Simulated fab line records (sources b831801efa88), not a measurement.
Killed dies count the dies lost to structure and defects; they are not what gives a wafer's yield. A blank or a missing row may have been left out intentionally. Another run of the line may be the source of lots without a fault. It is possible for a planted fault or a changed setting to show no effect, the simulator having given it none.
fab line records ; flow sky130
record lots=5; wafers=14; last-day=50
route steps=708 shown VIA4@645 PAD_OPEN@708
lots that met no fault: from a run of the same line without faults
start-h: hours from the record's opening day to when the first of the lot's shown wafers began ; wait-h: how many hours have passed since the lot's step before this one ; " same as the row above ; L1.1+2: several wafers, shown together as one row ; - either no value or no given start ; * or withheld: withheld ; < > ~ a bound
route shown NAME@n: names a module that has steps shown in the file, with the first one's number in the route ; usual: mean/standard deviation of fault-free wafers ; same: alike in all rows ; chamber/n: place in a boat ; sites: each site's reading ; _std_site: standard deviation across them ; _edge_site: the outer-site mean with the inner-site mean subtracted ; radius-mm: how far each site lies from the wafer's centre ; mask NAME#n: copy n ; behind: tool/chamber where the wafer was last shaped ; hold: what put the lot on hold/how long, in hours/how the hold closed ; device: transistor that didn't switch, given as n, p or np ; end of line: tests run on the same wafers once the route is complete ; a step given without rows: its recipe and nothing more ; killed: not the wafer's yield, but the dies lost to structure and defects at the first sort ; map: dies across one wafer; x = killed, . = not, _ = none there
set.NAME: the run value of the setting; set.NAME@STEP: its run value at that earlier step ; model.NAME: the simulator's own value behind a step, which no gauge read
lots seen at some steps along the route; tables by step, rows by wafer
services: a tool's chamber out of use, with start hour (start-h, from the record's first day; less than 0 if before it), hours out, and reason
## steps
# step SKY_VIA4_COAT_06
# recipe resist=NOVOLAK; spin-rpm=3000; resist-thk-nm=1140
# step SKY_VIA4_SOFTBAKE_07
# recipe temp-c=90; time-s=60; resist=NOVOLAK
# step SKY_VIA4_EXPOSE_08
# recipe mask-id=VIM4; na=0.6; source-shape=conventional; sigma-outer=0.6; polarization=unpolarized; target-cd-nm=800; dose-mj=132
# step SKY_VIA4_PEB_09
# recipe temp-c=withheld; time-s=*; resist=NOVOLAK
# step SKY_VIA4_DEVELOP_10
# recipe resist=NOVOLAK; developer=TMAH; develop-time-s=60; dev-temp-c=23
# step SKY_VIA4_OVL_MEAS_11
# usual VIA4_OVL=0.3/1.1
lot.wafer;tool;chamber;start-h;wait-h;VIA4_OVL[nm]
L479.2;overlay-02;-;1043.60;0.1;0.1
L479.4;overlay-02;-;1043.60;0.1;1.5
L479.6;overlay-02;-;1043.60;0.1;1.0
L482.3;overlay-02;-;1046.07;0.1;0.3
L482.5;overlay-02;-;1046.07;0.1;0.1
L482.6;overlay-02;-;1046.07;0.1;0.5
L490.2;overlay-01;-;1082.41;0.1;0.7
L490.6;overlay-01;-;1082.41;0.1;1.1
L497.2;overlay-01;-;1120.71;0.1;-0.5
L497.3;overlay-01;-;1120.71;0.1;0.0
L497.5;overlay-01;-;1120.71;0.1;0.5
L502.1;overlay-01;-;1151.05;0.1;-0.3
L502.4;overlay-01;-;1151.05;0.1;1.1
L502.5;overlay-01;-;1151.05;0.1;0.9
# step SKY_VIA4_ETCH_12
# recipe target=SiO2; chemistry=C4F8/O2/Ar; stop-on=TiN; mask-material=NOVOLAK; source-w=1500; bias-w=1200; pressure-mtorr=40; c4f8-flow-sccm=withheld; O2_flow_sccm=6; Ar_flow_sccm=300; time-s=withheld; target-depth-a=5800
# usual oes-product-au=0.926/0.0053
lot.wafer;tool;chamber;start-h;wait-h;oes-product-au
L479.2;rie-diel-01;3;1043.63;0.0;0.921
L479.4;rie-diel-01;1;1043.63;0.0;0.930
L479.6;rie-diel-01;1;1043.63;0.0;0.924
L482.3;rie-diel-02;3;1046.09;0.0;0.930
L482.5;rie-diel-02;3;1046.09;0.0;0.923
L482.6;rie-diel-02;2;1046.09;0.0;0.922
L490.2;rie-diel-01;0;1082.44;0.0;0.932
L490.6;rie-diel-01;0;1082.44;0.0;0.931
L497.2;rie-diel-04;3;1120.74;0.0;0.924
L497.3;rie-diel-04;2;1120.74;0.0;0.924
L497.5;rie-diel-04;1;1120.74;0.0;0.922
L502.1;rie-diel-02;0;1151.09;0.0;0.926
L502.4;rie-diel-02;2;1151.09;0.0;0.922
L502.5;rie-diel-02;2;1151.09;0.0;0.925
# step SKY_VIA4_STRIP_13
# recipe chemistry=O2/N2; power-w=1400; pressure-mtorr=1500; platen-temp-c=withheld; o2-flow-sccm=3000; n2-flow-sccm=300; overash-fraction=0.5
# usual drypump-motor-current-A=5.8/0.44; oes-product-au=0.710/0.0044; strip-time-to-endpoint-s=12.82/0.036
lot.wafer;tool;chamber;start-h;wait-h;drypump-motor-current-A;oes-product-au;rf-hours-counter-h;strip-time-to-endpoint-s
L479.2;plasma-asher-03;1;1043.71;-;5.6;0.713;121;12.78
L479.4;plasma-asher-03;0;1043.71;-;5.5;0.710;-;12.80
L479.6;plasma-asher-03;0;1043.71;-;5.5;0.715;-;12.82
L482.3;plasma-asher-02;1;1046.20;-;6.0;0.708;-;12.80
L482.5;plasma-asher-02;1;1046.20;-;6.0;0.706;-;12.82
L482.6;plasma-asher-02;0;1046.20;-;5.4;0.704;-;12.85
L490.2;plasma-asher-04;1;1082.51;-;6.8;0.707;34;12.81
L490.6;plasma-asher-04;1;1082.51;-;6.8;0.710;-;12.78
L497.2;plasma-asher-02;0;1120.81;-;5.4;0.704;98;12.84
L497.3;plasma-asher-02;0;1120.81;-;5.4;0.713;-;12.75
L497.5;plasma-asher-02;1;1120.81;-;6.0;0.715;-;12.82
L502.1;plasma-asher-02;1;1151.16;-;6.1;0.713;101;12.75
L502.4;plasma-asher-02;1;1151.16;-;6.0;0.713;-;12.82
L502.5;plasma-asher-02;0;1151.16;-;5.4;0.719;-;12.79
# step SKY_VIA4_STRIP_14
# recipe chemistry=post-etch-residue-remover; time-s=1200; temp-c=72.5
# step SKY_VIA4_CLEAN_15
# recipe chemistry=IPA; time-s=180; temp-c=25
# step SKY_VIA4_CLEAN_16
# recipe chemistry=O3/DIW; dry=n2-spin
# step SKY_VIA4_SPUTTER_17
# recipe material=TiN; target-thk-nm=20; chamber-pressure-pa=5; power-w=4000; time-s=80
# usual cathode-dc-power-W=3999.9/0.68; throttle-valve-pct=30.1/1.2
lot.wafer;tool;chamber;start-h;wait-h;cathode-dc-power-W;throttle-valve-pct
L479.2;pvd-sputter-04;-;1044.33;0.0;4000.1;30.8
L479.4;pvd-sputter-04;-;1044.33;0.0;3998.8;28.7
L479.6;pvd-sputter-04;-;1044.33;0.0;4000.0;28.4
L482.3;pvd-sputter-02;-;1046.76;0.0;3999.8;29.5
L482.5;pvd-sputter-02;-;1046.76;0.0;3998.5;31.3
L482.6;pvd-sputter-02;-;1046.76;0.0;3999.0;30.8
L490.2;pvd-sputter-02;-;1083.11;0.0;4000.1;31.3
L490.6;pvd-sputter-02;-;1083.11;0.0;3999.3;29.4
L497.2;pvd-sputter-02;-;1121.44;0.0;3999.6;29.0
L497.3;pvd-sputter-02;-;1121.44;0.0;3999.3;31.1
L497.5;pvd-sputter-02;-;1121.44;0.0;3999.6;29.4
L502.1;pvd-sputter-02;-;1151.79;0.0;4001.3;29.7
L502.4;pvd-sputter-02;-;1151.79;0.0;4000.5;29.6
L502.5;pvd-sputter-02;-;1151.79;0.0;3999.6;29.6
# step SKY_VIA4_CVD_18
# recipe material=W; target-thk-nm=505; time-s=152.14; temp-c=400; pressure-torr=40
# usual heater-power-w=830/34; susceptor-temp-C=400.04/0.21
lot.wafer;tool;chamber;start-h;wait-h;heater-power-w;susceptor-temp-C
L479.2;cvd-w-01;0;1044.39;0.0;894;400.03
L479.4;cvd-w-01;0;1044.39;0.0;907;400.10
L479.6;cvd-w-01;0;1044.39;0.0;881;400.27
L482.3;cvd-w-01;1;1046.87;0.1;826;400.05
L482.5;cvd-w-01;1;1046.87;0.1;820;400.01
L482.6;cvd-w-01;0;1046.87;0.1;882;400.22
L490.2;cvd-w-01;0;1083.17;0.0;879;399.98
L490.6;cvd-w-01;0;1083.17;0.0;867;399.89
L497.2;cvd-w-02;1;1121.50;0.0;799;399.73
L497.3;cvd-w-02;1;1121.50;0.0;787;400.04
L497.5;cvd-w-02;0;1121.50;0.0;832;399.80
L502.1;cvd-w-02;0;1151.85;0.0;828;399.87
L502.4;cvd-w-02;1;1151.85;0.0;805;399.75
L502.5;cvd-w-02;0;1151.85;0.0;818;399.78
# step SKY_VIA4_RS_MEAS_19
# recipe thk-meas-gauge=four-point-probe; reads=W_of_VIA4_CVD_18+TiN_of_VIA4_SPUTTER_17
# usual VIA4_W_RS=0.227/0.0032
lot.wafer;tool;chamber;start-h;wait-h;VIA4_W_RS[ohm/sq]
L479.2;film-metro-04;-;1044.56;0.1;0.222
L479.4;film-metro-04;-;1044.56;0.1;0.224
L479.6;film-metro-04;-;1044.56;0.1;0.223
L482.3;film-metro-04;-;1047.01;0.1;0.232
L482.5;film-metro-04;-;1047.01;0.1;0.231
L482.6;film-metro-04;-;1047.01;0.1;0.223
L490.2;film-metro-03;-;1083.34;0.1;0.256
L490.6;film-metro-03;-;1083.34;0.1;0.260
L497.2;film-metro-03;-;1121.67;0.1;0.227
L497.3;film-metro-03;-;1121.67;0.1;0.228
L497.5;film-metro-03;-;1121.67;0.1;0.226
L502.1;film-metro-04;-;1152.00;0.1;0.227
L502.4;film-metro-04;-;1152.00;0.1;0.228
L502.5;film-metro-04;-;1152.00;0.1;0.228
# step SKY_VIA4_THK_MEAS_20
# recipe thk-meas-gauge=xrf; reads=W_of_VIA4_CVD_18
# usual VIA4_W_THK=510/8.1
lot.wafer;tool;chamber;start-h;wait-h;VIA4_W_THK[nm]
L479.2;film-metro-04;-;1044.67;0.1;516
L479.4;film-metro-04;-;1044.67;0.1;514
L479.6;film-metro-04;-;1044.67;0.1;516
L482.3;film-metro-04;-;1047.11;0.1;495
L482.5;film-metro-04;-;1047.11;0.1;497
L482.6;film-metro-04;-;1047.11;0.1;517
L490.2;film-metro-03;-;1083.45;0.1;466
L490.6;film-metro-03;-;1083.45;0.1;461
L497.2;film-metro-03;-;1121.78;0.1;509
L497.3;film-metro-03;-;1121.78;0.1;509
L497.5;film-metro-03;-;1121.78;0.1;510
L502.1;film-metro-04;-;1152.12;0.1;511
L502.4;film-metro-04;-;1152.12;0.1;506
L502.5;film-metro-04;-;1152.12;0.1;509
# step SKY_VIA4_CMP_21
# recipe stop-on=SiO2; t-overpolish-s=25; down-force-psi=3.5; platen-rpm=60; target-thk-nm=0; pad-velocity-m-s=0.94248
# usual motor-current-A=11.0/0.75; overpolish-run-s=25.001/0.0093; platen-rpm=60.00/0.037; time-to-endpoint-s=123/4
lot.wafer;tool;chamber;start-h;wait-h;motor-current-A;overpolish-run-s;platen-rpm;time-to-endpoint-s
L479.4;cmp-01;2;1044.77;0.1;11.3;24.989;60.02;118
L479.2;cmp-01;0;1044.77;0.1;10.9;24.997;60.00;118
L479.6;cmp-01;1;1044.77;0.1;9.9;24.998;59.98;122
L482.3;cmp-01;1;1047.30;0.2;10.3;25.017;59.96;123
L482.6;cmp-01;2;1047.30;0.2;11.7;24.996;60.04;118
L482.5;cmp-01;3;1047.30;0.2;9.5;25.012;59.97;125
L490.2;cmp-01;2;1083.50;0.0;11.8;25.004;59.95;124
L490.6;cmp-01;2;1083.50;0.0;11.6;24.998;60.01;121
L497.2;cmp-02;3;1121.83;0.0;11.5;24.996;59.94;124
L497.3;cmp-02;1;1121.83;0.0;10.7;25.001;59.99;121
L497.5;cmp-02;0;1121.83;0.0;11.7;25.004;60.00;123
L502.4;cmp-01;3;1152.18;0.0;9.9;25.006;60.04;128
L502.1;cmp-01;1;1152.18;0.0;10.0;25.006;59.96;122
L502.5;cmp-01;3;1152.18;0.0;9.7;24.998;60.00;127
# step SKY_PAD_OPEN_PROBE_99
# usual defect-limited-yield=82.2/1.9; killed_at_M0_to_M3=44/6.7; killed_at_M4_up=3.1/1.8; killed-at-contacts=24/5.1; killed-at-front-end=16/4.7; killed-at-other=0.3/0.59; killed-dies=88/9.6; killed-open=48/7.3; killed-short=39/6.5; sort_bin_3_pad_short=0.9/0.43; sort_bin_5_function=10.6/1.6; sort_bin_6_memory=6.3/1.1; sort-n-pass=404/9.6; sort-yield-pct=82.2/1.9
# same gross-dies=492; killed-at-back-side=0; sort_bin_4_leakage[%]=0; sort_bin_8_speed[%]=0
lot.wafer;tool;chamber;start-h;wait-h;defect-limited-yield[%];killed_at_M0_to_M3;killed_at_M4_up;killed-at-contacts;killed-at-front-end;killed-at-other;killed-dies;killed-open;killed-short;sort_bin_3_pad_short[%];sort_bin_5_function[%];sort_bin_6_memory[%];sort-n-pass;sort-yield-pct[%]
L479.2;prober-02;-;1112.93;0.1;81.9;45;2;30;12;0;89;57;32;1.0;10.6;6.5;403;81.9
L479.4;prober-02;-;1113.03;0.2;84.1;34;5;26;12;1;78;42;35;1.0;9.3;5.5;414;84.1
L479.6;prober-02;-;1113.13;0.2;82.5;44;1;27;14;0;86;47;39;1.0;12.6;3.9;406;82.5
L497.3;prober-01;-;1180.01;0.2;82.9;39;3;28;14;0;84;37;47;1.6;10.2;5.3;408;82.9
L502.1;prober-02;-;1204.97;0.1;82.3;41;3;33;10;0;87;56;31;0.2;10.6;6.9;405;82.3
L502.4;prober-02;-;1205.12;0.2;79.3;54;1;31;16;0;102;57;45;0.6;11.8;8.3;390;79.3
L502.5;prober-02;-;1205.17;0.2;81.3;45;4;28;15;0;92;57;35;0.6;10.6;7.5;400;81.3
# killed by level:class
L479.2 CONTACT:geometric-particle:open=18 VIA3:geometric-particle:open=11 VIA1:geometric-particle:open=10 CONTACT:geometric-particle:short=8 VIA1:geometric-particle:short=7 METAL2:geometric-particle:short=7 VIA2:geometric-particle:open=5 LI_CONTACT:geometric-particle:open=4
L479.4 CONTACT:geometric-particle:open=15 VIA1:geometric-particle:open=8 METAL2:geometric-particle:short=7 CONTACT:geometric-particle:short=6 FIELD_ISO:geometric-particle:open=5 VIA3:geometric-particle:open=5 VIA1:geometric-particle:short=5 FIELD_ISO:geometric-particle:short=4
L479.6 CONTACT:geometric-particle:open=14 VIA1:geometric-particle:open=9 METAL2:geometric-particle:short=9 CONTACT:geometric-particle:short=6 VIA2:geometric-particle:open=6 FIELD_ISO:geometric-particle:short=5 LI_CONTACT:geometric-particle:open=5 VIA3:geometric-particle:open=4
L497.3 LI_CONTACT:geometric-particle:open=8 VIA3:geometric-particle:short=8 VIA1:geometric-particle:open=7 CONTACT:geometric-particle:short=6 CONTACT:geometric-particle:open=6 METAL1:geometric-particle:short=6 LOCAL_INTERCONNECT:geometric-particle:short=5 VIA3:geometric-particle:open=5
L502.1 CONTACT:geometric-particle:open=14 VIA1:geometric-particle:open=10 VIA2:geometric-particle:open=8 LI_CONTACT:geometric-particle:open=7 VIA3:geometric-particle:open=7 VIA3:geometric-particle:short=5 FIELD_ISO:geometric-particle:open=4 LOCAL_INTERCONNECT:geometric-particle:short=4
L502.4 VIA1:geometric-particle:open=12 CONTACT:geometric-particle:open=11 LI_CONTACT:geometric-particle:open=9 VIA1:geometric-particle:short=8 VIA3:geometric-particle:open=8 VIA2:geometric-particle:short=6 CONTACT:geometric-particle:short=5 VIA2:geometric-particle:open=5
L502.5 LI_CONTACT:geometric-particle:open=13 VIA1:geometric-particle:open=9 CONTACT:geometric-particle:open=7 VIA2:geometric-particle:open=7 VIA3:geometric-particle:open=6 FIELD_ISO:geometric-particle:short=5 CONTACT:geometric-particle:short=5 METAL1:geometric-particle:short=5
## services
tool;chamber;start-h;hours;kind
cvd-w-01;-;1025.35;2.8;pm
rie-diel-02;0;1029.07;-;clean
rie-diel-02;0;1029.07;24.8;scheduled-down
rie-diel-02;0;1029.07;24.8;vent-cycle
rie-diel-01;2;1047.04;2.9;repair
cmp-01;-;1052.83;3.3;repair
plasma-asher-02;-;1054.45;8.7;repair
plasma-asher-03;-;1055.25;9.0;pm
plasma-asher-03;0;1055.25;9.0;vent-cycle
plasma-asher-03;1;1055.25;9.0;vent-cycle
plasma-asher-03;0;1064.25;-;clean
plasma-asher-03;1;1064.25;-;clean
cmp-02;-;1084.44;4.0;pm
rie-diel-02;3;1086.40;4.4;repair
cmp-01;-;1088.62;6.0;pm
rie-diel-04;0;1089.95;6.4;repair
rie-diel-01;3;1099.04;2.9;repair
cmp-02;-;1104.17;4.9;pm
pvd-sputter-02;0;1118.56;-;consumable-replace:kit
pvd-sputter-02;0;1118.56;18.0;scheduled-down
pvd-sputter-02;0;1118.56;18.0;vent-cycle
rie-diel-04;1;1129.53;2.9;repair
cmp-01;-;1133.41;2.2;repair
rie-diel-04;-;1135.42;14.6;pm
## key
first-sign step=SKY_VIA4_RS_MEAS_19; reading=VIA4_W_RS; direction=up; sigmas=9.7; usual=0.227; struck=0.258
effect step=SKY_VIA4_THK_MEAS_20; reading=VIA4_W_THK; direction=down; sigmas=5.8; usual=510; struck=463
met-at SKY_VIA4_CVD_18
struck-wafers L490.2,L490.6
onset-between 1046.87 1083.17
also-fits SKY_VIA4_ETCH_12:rie-diel-01,SKY_VIA4_STRIP_13:plasma-asher-04
fault kind=site-profile-drift; tool=cvd-w-01; chamber=0; onset-h=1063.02; steps=SKY_VIA4_CVD_18; basis=fraction; max-abs-drift=0.25145; slope-share-per-hr=55.878; site-pattern=0,0,0,0,0,-1,-1,-1,-1
